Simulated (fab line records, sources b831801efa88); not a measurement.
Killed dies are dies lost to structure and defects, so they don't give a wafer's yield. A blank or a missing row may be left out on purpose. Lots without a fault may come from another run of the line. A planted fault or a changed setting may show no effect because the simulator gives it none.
A struck lot beside a sound one | flow sfq_line | 14 steps out of a route of 325
Sound: wafers L213.1, L213.4, L213.5. Struck: wafer L202.3. (L202.4, L202.5 of the same lot were not struck and are left out.) The cause comes at the end.
At each step with rows: each side's tool, then ch and its chambers, then its first start. Under that, the readings that differ: sound wafers | struck wafers | difference of the means | sigmas: that difference in standard deviations of wafers without a fault.
alike: readings whose means differ by less than 2 such deviations, and words and numbers that are the same on both sides. not compared: withheld readings, readings that some wafer has no value for, bounds like >300 that may hide the same value, and numbers for which the record gives no deviation and whose values overlap.
The two part at a step that has a row with sigmas, a row that says differs or no value, or rows on one side only. Numbers that don't overlap but have no deviation are shown without sigmas and don't part them. A reading that every wafer of one side lacks parts them only if that side has two wafers or more.

first, 2 steps without rows for these wafers: SFQ_TRILAYER_I3_VIA_STRIP_SOLV_CLEAN_090 (cleans in NMP, time 600 s); SFQ_TRILAYER_M4_DEP_PRE_CLEAN_092 (time 22.5 s).
SFQ_TRILAYER_M4_DEP_SPUTTER_091: material Nb, target thk 200 nm, time 133.3 s.
  sound on pvd_sputter-05, day 57 05:49; struck on pvd_sputter-06, day 50 16:06
  alike: resputter_cathode_voltage_v, throttle_valve_pct
SFQ_M4_RS_MEAS_924: measures by four-point-probe.
  sound on film_metro-04, day 57 05:55; struck on film_metro-01, day 50 16:14
  alike: M4_NB_RS
then, 6 steps without rows for these wafers: SFQ_TRILAYER_M4_LITHO_COAT_098 (resist thk 62 nm); SFQ_TRILAYER_M4_LITHO_COAT_093 (resist thk 600 nm); SFQ_TRILAYER_M4_LITHO_SOFTBAKE_097; SFQ_TRILAYER_M4_LITHO_EXPOSE_094 (exposes mask M4, target cd 500 nm); SFQ_TRILAYER_M4_LITHO_PEB_096 (peb time 60 s); SFQ_TRILAYER_M4_LITHO_DEVELOP_095 (time 60 s).
-- the record jumps here: 3 days lie between the struck wafers' starts before and after --
SFQ_M4_OVL_MEAS_926:
  sound on overlay-02, day 57 08:20; struck on overlay-01, day 53 17:47
  reading     | sound     | struck | difference | sigmas
  M4_OVL (nm) | -7 -10 -7 | 9      | +17        | +3
SFQ_TRILAYER_M4_BARC_OPEN_METAL_ETCH_123: etches BARC in O2, target depth 125 nm, time 41.7 s.
  sound on rie_metal-01 ch 0, day 57 08:23; struck on rie_metal-04 ch 0, day 53 17:50
  reading                                             | sound             | struck | difference | sigmas
  oes_product_au (a.u.)                               | 0.689 0.681 0.688 | 0.656  | -0.030     | -6
  run_length_s (s)                                    | 70.6 70.5 70.6    | 74.9   | +4.3       | +11
  model.KrF_of_TRILAYER_M4_LITHO_COAT_093.thk_nm (nm) | 520.1 520.5 519   | 518.5  | -1.4       |
  alike: drypump_motor_current_A
  not compared: rf_hours_counter_h
SFQ_TRILAYER_M4_ETCH_METAL_ETCH_096: etches Nb in Cl2/Ar, stops on SiO2, target depth 240 nm, time 120 s.
  sound on rie_metal-01 ch 0, day 57 08:26; struck on rie_metal-04 ch 0, day 53 17:55
  alike: drypump_motor_current_A, oes_product_au, run_length_s
  not compared: rf_hours_counter_h, model.KrF_of_TRILAYER_M4_LITHO_COAT_093.thk_nm
SFQ_TRILAYER_M4_STRIP_STRIP_097: strips in O2.
  sound on rie_metal-01 ch 0, day 57 08:34; struck on rie_metal-04 ch 0, day 53 18:11
  reading               | sound             | struck | difference | sigmas
  oes_product_au (a.u.) | 1.005 1.014 1.015 | 0.992  | -0.019     | -3
  alike: drypump_motor_current_A, platen_temp_c
  not compared: rf_hours_counter_h

WHERE THEY PART
First at SFQ_M4_OVL_MEAS_926; last, within this record, at SFQ_TRILAYER_M4_STRIP_STRIP_097.

WHY: what the simulator had put in
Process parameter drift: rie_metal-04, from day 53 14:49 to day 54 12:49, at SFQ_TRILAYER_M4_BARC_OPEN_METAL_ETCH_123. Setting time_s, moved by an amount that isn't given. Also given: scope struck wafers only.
